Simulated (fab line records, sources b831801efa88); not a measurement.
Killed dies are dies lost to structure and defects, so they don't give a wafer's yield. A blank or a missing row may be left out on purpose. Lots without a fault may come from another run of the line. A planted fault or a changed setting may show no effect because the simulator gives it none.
Chamber matching | flow sky130 | SKY_VIA2_CMP_24 on cmp-02: 4 sister chambers
The step polishes, stops on SiO2, t overpolish 20 s, target thk 0 nm. 4 wafers are shown with their chamber, then 11 later ones without.

WAFERS WITH THEIR CHAMBER
wafer  | chamber | motor_current_A (A)
L368.5 | 0       | 12.3
L370.4 | 2       | 9.1
L370.5 | 1       | 11.1
L371.2 | 3       | 10.1

WAFERS WITHOUT THEIR CHAMBER
wafer  | motor_current_A (A)
L371.3 | 11.8
L371.5 | 11.0
L375.2 | 10.4
L375.4 | 10.2
L375.5 | 11.2
L376.1 | 12.5
L376.2 | 10.9
L376.6 | 11.2
L377.3 | 10.5
L377.5 | 11.2
L377.6 | 9.5

WHICH CHAMBER EACH WENT THROUGH
wafer  | from the rows above     | in truth
L371.3 | can't be placed: 0 or 1 | 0
L371.5 | 1                       | 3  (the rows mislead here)
L375.2 | can't be placed: 3 or 1 | 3
L375.4 | 3                       | 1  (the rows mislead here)
L375.5 | 1                       | 1
L376.1 | 0                       | 0
L376.2 | 1                       | 1
L376.6 | 1                       | 1
L377.3 | can't be placed: 3 or 1 | 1
L377.5 | 1                       | 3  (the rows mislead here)
L377.6 | can't be placed: 2 or 3 | 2
Placed correctly: 4 of 11. Can't be placed from these rows: 4 (the true chamber is among the candidates in 4). Placed wrongly: 3.
How it was worked out, from the rows above alone: a wafer's distance from a chamber is the root of the sum, over the readings, of the square of ((its reading less the chamber's mean) divided by the reading's scatter). The wafer belongs to the nearest chamber; if the next one is less than 2 further off, it can't be placed. A chamber's mean is the mean of its shown wafers. The scatter: with one shown wafer a chamber, the root of the mean of the squares of how far each hidden wafer lies from its nearest shown one.
